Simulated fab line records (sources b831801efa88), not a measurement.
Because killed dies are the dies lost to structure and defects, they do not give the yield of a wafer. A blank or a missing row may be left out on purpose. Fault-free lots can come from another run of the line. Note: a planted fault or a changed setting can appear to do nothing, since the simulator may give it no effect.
fab line records ; flow gf180mcu
[record] lots = 11; wafers = 33; last_day = 34
route steps=602 shown NSD@244 V1@357 V2@397
lots that met no fault: from a run of the same line without faults
start_h: start of the lot's first displayed wafer, in hours after the record's first day ; wait_h: hours from the lot's prior step to this one ; " the same as in the row above ; L1.1+2: several wafers, shown together as one row ; - no value, or no start given ; * or withheld: withheld ; < > ~ a bound
route shown NAME@n: names a module that has steps shown in the file, with the first one's number in the route ; usual: average and standard deviation across the fault-free wafers ; same: alike in all rows ; chamber/n: place in a boat ; sites: the reading at each site ; _std_site: the values' standard deviation ; _edge_site: mean of outer sites minus mean of inner sites ; radius_mm: for every site, how far away it sits from the centre of the wafer ; mask NAME#n: copy n ; behind: the tool/chamber that last shaped the wafer ; hold: reason for holding the lot/hours on hold/outcome of the hold ; device: the n, p or np transistor that did not switch ; end of line: the tests these same wafers got at the end of their route ; step lacking rows: just its recipe ; killed: count of dies lost to structure and defects at first sort (not the wafer's yield) ; map: per-die view of a wafer (x killed, . not killed, _ where there is no die)
set.NAME: the run value of the setting; set.NAME@STEP: its run value at that earlier step ; model.NAME: the simulator's own value behind a step, which no gauge read
route steps across a sampled set of lots; one table per step, one row per wafer
services: from which hour (start_h, from the record's first day; less than 0 if before it) a tool's chamber was out of use, for how many hours, and why
[[steps]]
[step GF_NSD_IMPLANT_09]
[recipe] species = As; energy_kev = 60; dose_cm2 = 4e+15; tilt_deg = 7
[usual] beam_energy_keV = 60.000/0.02; end_station_pressure_torr = 1.27e-05/1.1e-06
lot.wafer;tool;chamber;start_h;wait_h;beam_energy_keV;end_station_pressure_torr
L154.4;implanter-01;0;295.59;0.1;60.002;1.02e-05
L154.5;implanter-01;0;295.59;0.1;60.027;1.25e-05
L154.6;implanter-01;0;295.59;0.1;60.014;1.13e-05
L156.1;implanter-01;0;310.51;0.0;40.260;1.23e-05
L156.3;implanter-01;0;310.51;0.0;40.239;1.19e-05
L156.4;implanter-01;0;310.51;0.0;40.241;1.16e-05
L158.1;implanter-01;0;331.68;0.0;40.261;1.14e-05
L158.5;implanter-01;0;331.68;0.0;40.251;1.19e-05
L158.6;implanter-01;0;331.68;0.0;40.227;1.21e-05
L167.3;implanter-02;0;405.98;0.1;60.017;1.28e-05
L167.4;implanter-02;0;405.98;0.1;60.007;1.55e-05
L167.6;implanter-02;0;405.98;0.1;59.988;1.37e-05
L168.1;implanter-01;0;418.48;0.0;59.989;1.11e-05
L168.3;implanter-01;0;418.48;0.0;59.995;1.21e-05
L168.6;implanter-01;0;418.48;0.0;59.997;1.18e-05
L169.1;implanter-01;0;429.11;0.0;59.985;1.25e-05
L169.3;implanter-01;0;429.11;0.0;59.977;1.17e-05
L169.6;implanter-01;0;429.11;0.0;59.983;1.06e-05
L170.2;implanter-01;0;429.73;0.0;60.023;1.21e-05
L170.4;implanter-01;0;429.73;0.0;60.002;1.33e-05
L170.6;implanter-01;0;429.73;0.0;59.995;1.17e-05
L171.1;implanter-01;0;440.06;0.0;60.007;1.19e-05
L171.3;implanter-01;0;440.06;0.0;60.005;1.24e-05
L171.4;implanter-01;0;440.06;0.0;59.988;1.14e-05
L175.2;implanter-01;0;471.44;0.0;60.020;1.21e-05
L175.4;implanter-01;0;471.44;0.0;60.001;1.21e-05
L175.6;implanter-01;0;471.44;0.0;60.009;1.28e-05
L176.4;implanter-01;0;480.11;0.1;59.978;1.18e-05
L176.5;implanter-01;0;480.11;0.1;60.026;1.23e-05
L176.6;implanter-01;0;480.11;0.1;59.999;1.15e-05
L177.1;implanter-01;0;484.96;0.0;59.999;1.13e-05
L177.3;implanter-01;0;484.96;0.0;59.991;1.19e-05
L177.5;implanter-01;0;484.96;0.0;59.969;1.24e-05
[step GF_NSD_STRIP_11]
[recipe] chemistry = O2/N2; power_w = 1400; pressure_mtorr = 1500; platen_temp_c = 250; o2_flow_sccm = 3000; n2_flow_sccm = 300; overash_fraction = 0.5
[usual] chamber_pressure_mTorr = 1500/5; drypump_motor_current_A = 5.7/0.49; heater_power_w = 318/33; oes_product_au = 0.487/0.0043; strip_time_to_endpoint_s = 22.96/0.04
lot.wafer;tool;chamber;start_h;wait_h;chamber_pressure_mTorr;drypump_motor_current_A;heater_power_w;oes_product_au;rf_hours_counter_h;strip_time_to_endpoint_s
L154.4;plasma_asher-04;0;295.85;0.1;1500;5.7;325;0.480;-;22.90
L154.5;plasma_asher-04;0;295.85;0.1;1500;5.6;314;0.481;-;22.95
L154.6;plasma_asher-04;1;295.85;0.1;1500;5.2;293;0.479;-;22.94
L156.1;plasma_asher-04;1;310.81;0.1;1499;5.2;286;0.523;56;20.42
L156.3;plasma_asher-04;0;310.81;0.1;1500;5.6;325;0.526;-;20.39
L156.4;plasma_asher-04;1;310.81;0.1;1499;5.2;296;0.514;-;20.38
L158.1;plasma_asher-04;1;332.03;0.2;1498;5.2;294;0.523;59;20.42
L158.5;plasma_asher-04;0;332.03;0.2;1499;5.6;324;0.520;-;20.46
L158.6;plasma_asher-04;1;332.03;0.2;1500;5.2;289;0.516;-;20.42
L167.3;plasma_asher-04;0;406.27;0.1;1501;5.7;323;0.485;-;22.94
L167.4;plasma_asher-04;1;406.27;0.1;1502;5.2;284;0.495;-;22.93
L167.6;plasma_asher-04;1;406.27;0.1;1500;5.2;287;0.492;-;22.95
L168.1;plasma_asher-04;0;418.78;0.1;1499;5.6;320;0.490;71;23.01
L168.3;plasma_asher-04;0;418.78;0.1;1497;5.7;319;0.497;-;23.01
L168.6;plasma_asher-04;0;418.78;0.1;1500;5.7;331;0.484;-;23.03
L169.1;plasma_asher-03;1;429.41;0.1;1500;6.6;366;0.482;35;22.95
L169.3;plasma_asher-03;1;429.41;0.1;1500;6.6;356;0.492;-;22.93
L169.6;plasma_asher-03;1;429.41;0.1;1502;6.6;361;0.484;-;22.93
L170.2;plasma_asher-03;1;430.01;0.1;1501;6.6;359;0.482;35;22.96
L170.4;plasma_asher-03;0;430.01;0.1;1497;6.6;319;0.486;-;22.95
L170.6;plasma_asher-03;0;430.01;0.1;1502;6.6;317;0.487;-;22.93
L171.1;plasma_asher-04;0;440.36;0.1;1497;5.6;316;0.489;73;22.94
L171.3;plasma_asher-04;0;440.36;0.1;1501;5.6;326;0.486;-;22.96
L171.4;plasma_asher-04;1;440.36;0.1;1500;5.2;291;0.481;-;22.93
L175.2;plasma_asher-01;0;471.71;0.1;1501;5.3;273;0.481;87;22.92
L175.4;plasma_asher-01;1;471.71;0.1;1503;6.1;372;0.491;-;22.91
L175.6;plasma_asher-01;0;471.71;0.1;1500;5.3;286;0.479;-;22.93
L176.4;plasma_asher-01;0;480.36;0.1;1498;5.3;288;0.484;-;22.95
L176.5;plasma_asher-01;0;480.36;0.1;1502;5.3;283;0.489;-;22.98
L176.6;plasma_asher-01;1;480.36;0.1;1499;6.0;381;0.488;-;23.04
L177.1;plasma_asher-03;1;485.26;0.1;1501;6.6;361;0.488;41;22.89
L177.3;plasma_asher-03;0;485.26;0.1;1500;6.6;320;0.483;-;22.90
L177.5;plasma_asher-03;0;485.26;0.1;1499;6.6;319;0.494;-;22.89
[step GF_NSD_TW_MEAS_12]
[usual] NSD_TW = 4279/37
lot.wafer;tool;chamber;start_h;wait_h;NSD_TW
L154.4;film_metro-02;-;295.94;0.1;4207
L154.5;film_metro-02;-;295.94;0.1;4218
L154.6;film_metro-02;-;295.94;0.1;4220
L156.1;film_metro-01;-;310.91;0.1;4005
L156.3;film_metro-01;-;310.91;0.1;4007
L156.4;film_metro-01;-;310.91;0.1;3995
L158.1;film_metro-02;-;332.13;0.1;3944
L158.5;film_metro-02;-;332.13;0.1;3977
L158.6;film_metro-02;-;332.13;0.1;3948
L167.3;film_metro-01;-;406.35;0.1;4293
L167.4;film_metro-01;-;406.35;0.1;4316
L167.6;film_metro-01;-;406.35;0.1;4311
L168.1;film_metro-03;-;418.88;0.1;4285
L168.3;film_metro-03;-;418.88;0.1;4247
L168.6;film_metro-03;-;418.88;0.1;4256
L169.1;film_metro-01;-;429.51;0.1;4272
L169.3;film_metro-01;-;429.51;0.1;4277
L169.6;film_metro-01;-;429.51;0.1;4264
L170.2;film_metro-01;-;430.12;0.1;4316
L170.4;film_metro-01;-;430.12;0.1;4290
L170.6;film_metro-01;-;430.12;0.1;4302
L171.1;film_metro-02;-;440.46;0.1;4217
L171.3;film_metro-02;-;440.46;0.1;4187
L171.4;film_metro-02;-;440.46;0.1;4194
L175.2;film_metro-01;-;471.82;0.1;4288
L175.4;film_metro-01;-;471.82;0.1;4286
L175.6;film_metro-01;-;471.82;0.1;4298
L176.4;film_metro-01;-;480.46;0.1;4315
L176.5;film_metro-01;-;480.46;0.1;4338
L176.6;film_metro-01;-;480.46;0.1;4303
L177.1;film_metro-03;-;485.36;0.1;4276
L177.3;film_metro-03;-;485.36;0.1;4290
L177.5;film_metro-03;-;485.36;0.1;4280
[step GF_PSD_RS_MEAS_14]
[recipe] thk_meas_gauge = four-point-probe
[usual] NSD_RS = 46.20/0.098
lot.wafer;tool;chamber;start_h;wait_h;NSD_RS[ohm/sq]
L154.4;film_metro-01;-;316.82;0.1;46.24
L154.5;film_metro-01;-;316.82;0.1;46.03
L154.6;film_metro-01;-;316.82;0.1;46.20
L156.1;film_metro-02;-;331.56;0.1;51.94
L156.3;film_metro-02;-;331.56;0.1;52.09
L156.4;film_metro-02;-;331.56;0.1;52.05
L158.1;film_metro-01;-;354.12;0.1;52.10
L158.5;film_metro-01;-;354.12;0.1;52.06
L158.6;film_metro-01;-;354.12;0.1;52.04
L167.3;film_metro-03;-;429.89;0.1;46.24
L167.4;film_metro-03;-;429.89;0.1;46.26
L167.6;film_metro-03;-;429.89;0.1;46.23
L168.1;film_metro-03;-;442.05;0.1;46.20
L168.3;film_metro-03;-;442.05;0.1;46.12
L168.6;film_metro-03;-;442.05;0.1;46.17
L169.1;film_metro-02;-;454.13;0.1;46.16
L169.3;film_metro-02;-;454.13;0.1;46.07
L169.6;film_metro-02;-;454.13;0.1;46.23
L170.2;film_metro-01;-;454.69;0.1;46.23
L170.4;film_metro-01;-;454.69;0.1;46.37
L170.6;film_metro-01;-;454.69;0.1;46.36
L171.1;film_metro-03;-;465.43;0.1;46.27
L171.3;film_metro-03;-;465.43;0.1;46.21
L171.4;film_metro-03;-;465.43;0.1;46.26
L175.2;film_metro-01;-;496.15;0.1;46.28
L175.4;film_metro-01;-;496.15;0.1;46.23
L175.6;film_metro-01;-;496.15;0.1;46.33
L176.4;film_metro-02;-;504.17;0.1;46.32
L176.5;film_metro-02;-;504.17;0.1;46.24
L176.6;film_metro-02;-;504.17;0.1;46.17
L177.1;film_metro-01;-;509.06;0.1;46.24
L177.3;film_metro-01;-;509.06;0.1;46.28
L177.5;film_metro-01;-;509.06;0.1;46.22
[step GF_V1_SPUTTER_22]
[recipe] material = TiN; target_thk_nm = 10; chamber_pressure_pa = 5; power_w = 4000; time_s = 40
[usual] throttle_valve_pct = 29.7/0.84
lot.wafer;tool;chamber;start_h;wait_h;throttle_valve_pct
L154.4;pvd_sputter-03;-;410.21;0.0;30.0
L154.5;pvd_sputter-03;-;410.21;0.0;29.6
L154.6;pvd_sputter-03;-;410.21;0.0;29.9
L156.1;pvd_sputter-02;-;426.78;0.0;30.0
L156.3;pvd_sputter-02;-;426.78;0.0;30.6
L156.4;pvd_sputter-02;-;426.78;0.0;28.4
L158.1;pvd_sputter-02;-;451.93;0.0;28.7
L158.5;pvd_sputter-02;-;451.93;0.0;30.4
L158.6;pvd_sputter-02;-;451.93;0.0;30.2
L167.3;pvd_sputter-02;-;531.75;0.0;30.0
L167.4;pvd_sputter-02;-;531.75;0.0;30.6
L167.6;pvd_sputter-02;-;531.75;0.0;30.5
L168.1;pvd_sputter-01;-;541.78;0.0;29.5
L168.3;pvd_sputter-01;-;541.78;0.0;28.8
L168.6;pvd_sputter-01;-;541.78;0.0;29.9
L169.1;pvd_sputter-02;-;553.77;0.0;28.6
L169.3;pvd_sputter-02;-;553.77;0.0;30.0
L169.6;pvd_sputter-02;-;553.77;0.0;28.6
L170.2;pvd_sputter-01;-;553.82;0.0;29.3
L170.4;pvd_sputter-01;-;553.82;0.0;28.7
L170.6;pvd_sputter-01;-;553.82;0.0;28.8
L171.1;pvd_sputter-01;-;562.86;0.0;28.9
L171.3;pvd_sputter-01;-;562.86;0.0;29.6
L171.4;pvd_sputter-01;-;562.86;0.0;31.2
L175.2;pvd_sputter-01;-;592.11;0.0;31.0
L175.4;pvd_sputter-01;-;592.11;0.0;29.4
L175.6;pvd_sputter-01;-;592.11;0.0;28.8
L176.4;pvd_sputter-03;-;598.61;0.0;29.2
L176.5;pvd_sputter-03;-;598.61;0.0;29.6
L176.6;pvd_sputter-03;-;598.61;0.0;29.7
L177.1;pvd_sputter-01;-;603.81;0.0;28.5
L177.3;pvd_sputter-01;-;603.81;0.0;29.1
L177.5;pvd_sputter-01;-;603.81;0.0;31.3
[step GF_V2_OVL_MEAS_15]
[usual] V2_OVL = 2/5.9
lot.wafer;tool;chamber;start_h;wait_h;V2_OVL[nm]
L154.4;overlay-01;-;460.75;0.1;3
L154.5;overlay-01;-;460.75;0.1;-7
L154.6;overlay-01;-;460.75;0.1;0
L156.1;overlay-02;-;477.79;0.1;10
L156.3;overlay-02;-;477.79;0.1;15
L156.4;overlay-02;-;477.79;0.1;7
L158.1;overlay-01;-;502.33;0.1;2
L158.5;overlay-01;-;502.33;0.1;4
L158.6;overlay-01;-;502.33;0.1;-3
L167.3;overlay-02;-;578.33;0.1;1
L167.4;overlay-02;-;578.33;0.1;6
L167.6;overlay-02;-;578.33;0.1;2
L168.1;overlay-02;-;587.49;0.1;9
L168.3;overlay-02;-;587.49;0.1;12
L168.6;overlay-02;-;587.49;0.1;12
L169.1;overlay-02;-;599.04;0.1;4
L169.3;overlay-02;-;599.04;0.1;3
L169.6;overlay-02;-;599.04;0.1;1
L170.2;overlay-02;-;599.85;0.1;3
L170.4;overlay-02;-;599.85;0.1;4
L170.6;overlay-02;-;599.85;0.1;11
L171.1;overlay-01;-;608.34;0.1;3
L171.3;overlay-01;-;608.34;0.1;4
L171.4;overlay-01;-;608.34;0.1;-4
L175.2;overlay-02;-;635.68;0.1;12
L175.4;overlay-02;-;635.68;0.1;16
L175.6;overlay-02;-;635.68;0.1;10
L176.4;overlay-02;-;641.91;0.1;3
L176.5;overlay-02;-;641.91;0.1;0
L176.6;overlay-02;-;641.91;0.1;0
L177.1;overlay-01;-;646.52;0.1;2
L177.3;overlay-01;-;646.52;0.1;-4
L177.5;overlay-01;-;646.52;0.1;-4
[step GF_V2_ETCH_17]
[recipe] chemistry = C4F8/O2/Ar; mask_material = KrF; target = SiO2; stop_on = TiN; source_w = 1500; bias_w = 1200; pressure_mtorr = 40; c4f8_flow_sccm = withheld; O2_flow_sccm = 6; Ar_flow_sccm = 300; time_s = withheld; target_depth_a = 6300
[usual] chamber_pressure_mTorr = 40.00/0.035; oes_product_au = 0.856/0.0045
lot.wafer;tool;chamber;start_h;wait_h;chamber_pressure_mTorr;oes_product_au
L154.4;rie_diel-03;1;-;-;39.99;0.858
L154.5;rie_diel-03;3;-;-;39.96;0.864
L154.6;rie_diel-03;0;-;-;40.01;0.852
L156.1;rie_diel-01;1;-;-;40.02;0.857
L156.3;rie_diel-01;2;-;-;39.94;0.854
L156.4;rie_diel-01;3;-;-;40.01;0.848
L158.1;rie_diel-03;3;-;-;40.02;0.853
L158.5;rie_diel-03;1;-;-;39.94;0.856
L158.6;rie_diel-03;3;-;-;40.01;0.856
L167.3;rie_diel-03;0;-;-;40.04;0.851
L167.4;rie_diel-03;1;-;-;39.99;0.852
L167.6;rie_diel-03;2;-;-;39.99;0.855
L168.1;rie_diel-03;3;-;-;40.01;0.861
L168.3;rie_diel-03;0;-;-;40.03;0.860
L168.6;rie_diel-03;2;-;-;40.02;0.858
L169.1;rie_diel-01;1;-;-;39.96;0.857
L169.3;rie_diel-01;3;-;-;40.04;0.854
L169.6;rie_diel-01;1;-;-;39.96;0.851
L170.2;rie_diel-03;2;-;-;40.01;0.844
L170.4;rie_diel-03;1;-;-;40.05;0.853
L170.6;rie_diel-03;2;-;-;39.98;0.853
L171.1;rie_diel-03;0;-;-;39.98;0.852
L171.3;rie_diel-03;1;-;-;40.01;0.854
L171.4;rie_diel-03;3;-;-;39.98;0.860
L175.2;rie_diel-03;2;-;-;40.03;0.858
L175.4;rie_diel-03;1;-;-;40.00;0.853
L175.6;rie_diel-03;3;-;-;40.03;0.850
L176.4;rie_diel-02;3;-;-;40.04;0.862
L176.5;rie_diel-02;0;-;-;40.04;0.857
L176.6;rie_diel-02;1;-;-;40.06;0.856
L177.1;rie_diel-03;2;-;-;39.98;0.858
L177.3;rie_diel-03;0;-;-;40.00;0.862
L177.5;rie_diel-03;3;-;-;39.98;0.861
[[services]]
tool;chamber;start_h;hours;kind
implanter-01;-;287.64;3.0;repair
implanter-01;-;291.27;3.9;pm
rie_diel-03;2;294.06;1.2;repair
rie_diel-03;-;325.74;2.8;pm
plasma_asher-03;-;331.76;7.5;repair
pvd_sputter-01;-;332.76;7.7;repair
rie_diel-03;0;349.42;4.4;repair
rie_diel-03;2;354.82;4.3;repair
plasma_asher-04;-;357.53;0.8;repair
implanter-01;-;419.07;2.6;repair
plasma_asher-03;-;477.04;1.0;repair
plasma_asher-04;-;479.91;1.3;repair
rie_diel-03;0;498.34;8.9;repair
pvd_sputter-02;-;503.34;14.5;repair
implanter-01;-;511.67;2.8;repair
plasma_asher-04;-;514.74;12.5;repair
implanter-01;-;523.57;2.2;repair
pvd_sputter-02;-;529.19;1.9;repair
rie_diel-03;3;533.33;1.3;repair
implanter-01;-;546.29;3.3;pm
rie_diel-03;1;563.42;14.3;repair
plasma_asher-03;-;585.79;0.3;repair
plasma_asher-04;-;605.98;0.9;repair
plasma_asher-03;-;641.77;1.2;repair
[[key]]
[first_sign] step = GF_NSD_IMPLANT_09; reading = beam_energy_keV; direction = down; sigmas = 99+; usual = 60.000; struck = 40.246
[effect] step = GF_NSD_STRIP_11; reading = strip_time_to_endpoint_s; direction = down; sigmas = 63; usual = *; struck = *
[effect] step = GF_NSD_TW_MEAS_12; reading = NSD_TW; direction = down; sigmas = 8.2; usual = 4279; struck = 3979
[effect] step = GF_PSD_RS_MEAS_14; reading = NSD_RS; direction = up; sigmas = 60; usual = 46.20; struck = 52.05
met_at GF_NSD_IMPLANT_09
struck_lots L156,L158
tester_left_out L156,L158
not_acting_at GF_V1_SPUTTER_22,GF_V2_OVL_MEAS_15,GF_V2_ETCH_17
onset_between 295.59 310.51
[fault] kind = process_parameter_drift; tool = implanter-01; chamber = -; onset_h = 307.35; steps = GF_NSD_IMPLANT_09; channel = energy_kev; offset = -19.771; shape = step; end_h = 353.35; acts_in = these_recipes_only; stated = 60
// tester_left_out: of these lots the tester's yield and bins aren't shown, on N5 and GAA mostly nor the transistor test; their killed dies are dies lost to structure and defects alone, not to doping, threshold or leakage, so they don't give the yield
